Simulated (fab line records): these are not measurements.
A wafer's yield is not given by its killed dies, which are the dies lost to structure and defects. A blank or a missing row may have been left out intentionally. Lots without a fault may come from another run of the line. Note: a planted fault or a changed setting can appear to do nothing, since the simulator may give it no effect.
Chamber matching :: flow sky130 :: cmp-01 running SKY_VIA1_CMP_02: 4 sister chambers
The step polishes SiO2. 27 wafers are shown with their chamber, then 12 later ones without.

WAFERS, EACH WITH ITS CHAMBER
wafer: L074.1
chamber: 3
motor_current_A (A): 12.5

wafer: L074.2
chamber: 1
motor_current_A (A): 13.0

wafer: L074.4
chamber: 0
motor_current_A (A): 11.3

wafer: L074.3
chamber: 2
motor_current_A (A): 11.5

wafer: L074.5
chamber: 0
motor_current_A (A): 11.3

wafer: L074.6
chamber: 3
motor_current_A (A): 11.4

wafer: L075.2
chamber: 0
motor_current_A (A): 11.6

wafer: L075.3
chamber: 2
motor_current_A (A): 10.9

wafer: L075.6
chamber: 1
motor_current_A (A): 13.5

wafer: L076.1
chamber: 2
motor_current_A (A): 11.5

wafer: L076.2
chamber: 3
motor_current_A (A): 12.2

wafer: L076.6
chamber: 1
motor_current_A (A): 13.1

wafer: L079.2
chamber: 3
motor_current_A (A): 12.6

wafer: L079.3
chamber: 0
motor_current_A (A): 11.3

wafer: L079.5
chamber: 1
motor_current_A (A): 13.7

wafer: L081.1
chamber: 2
motor_current_A (A): 10.7

wafer: L081.4
chamber: 3
motor_current_A (A): 11.4

wafer: L081.6
chamber: 2
motor_current_A (A): 10.7

wafer: L085.2
chamber: 0
motor_current_A (A): 12.2

wafer: L085.3
chamber: 2
motor_current_A (A): 10.8

wafer: L085.6
chamber: 0
motor_current_A (A): 11.9

wafer: L086.1
chamber: 2
motor_current_A (A): 10.9

wafer: L086.4
chamber: 3
motor_current_A (A): 11.9

wafer: L086.6
chamber: 1
motor_current_A (A): 13.4

wafer: L088.2
chamber: 0
motor_current_A (A): 11.5

wafer: L088.3
chamber: 3
motor_current_A (A): 11.7

wafer: L088.6
chamber: 0
motor_current_A (A): 11.5

SIGNATURES (means of the wafers above)
reading: motor_current_A
chamber 0: 11.575
chamber 1: 13.340
chamber 2: 11.000
chamber 3: 11.957
scatter within a chamber: 0.377
Rule: for a wafer and a chamber, the distance is found by dividing, reading by reading, the gap between the wafer's reading and the chamber's mean by the reading's scatter, squaring, summing and taking the root. If the next closest chamber is less than 2 further off than the closest, the wafer can't be placed; otherwise it belongs to the closest. How the scatter is found: for the shown wafers, subtract from each reading the mean of its chamber, square and add these, divide the total by (wafers less chambers), then take the root.

WAFERS MISSING THEIR CHAMBER
wafer: L089.2
motor_current_A (A): 13.0

wafer: L089.3
motor_current_A (A): 11.5

wafer: L089.5
motor_current_A (A): 13.3

wafer: L091.1
motor_current_A (A): 11.3

wafer: L091.2
motor_current_A (A): 13.1

wafer: L091.4
motor_current_A (A): 11.0

wafer: L094.3
motor_current_A (A): 11.1

wafer: L094.4
motor_current_A (A): 13.3

wafer: L094.5
motor_current_A (A): 11.2

wafer: L095.1
motor_current_A (A): 11.2

wafer: L095.2
motor_current_A (A): 13.3

wafer: L095.5
motor_current_A (A): 10.6

WHICH CHAMBER EACH WENT THROUGH
wafer: L089.2
from the rows above: can't be placed: 1 or 3
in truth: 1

wafer: L089.3
from the rows above: can't be placed: 0 or 3 or 2
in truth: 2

wafer: L089.5
from the rows above: 1
in truth: 1

wafer: L091.1
from the rows above: can't be placed: 0 or 2 or 3
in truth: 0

wafer: L091.2
from the rows above: 1
in truth: 1

wafer: L091.4
from the rows above: can't be placed: 2 or 0
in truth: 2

wafer: L094.3
from the rows above: can't be placed: 2 or 0
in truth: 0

wafer: L094.4
from the rows above: 1
in truth: 1

wafer: L094.5
from the rows above: can't be placed: 2 or 0 or 3
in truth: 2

wafer: L095.1
from the rows above: can't be placed: 2 or 0 or 3
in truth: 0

wafer: L095.2
from the rows above: 1
in truth: 1

wafer: L095.5
from the rows above: can't be placed: 2 or 0
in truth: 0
Correct placement for 4 of the 12. These rows do not allow placing 8 (true chamber among the candidates in 8). Wrongly placed: 0.
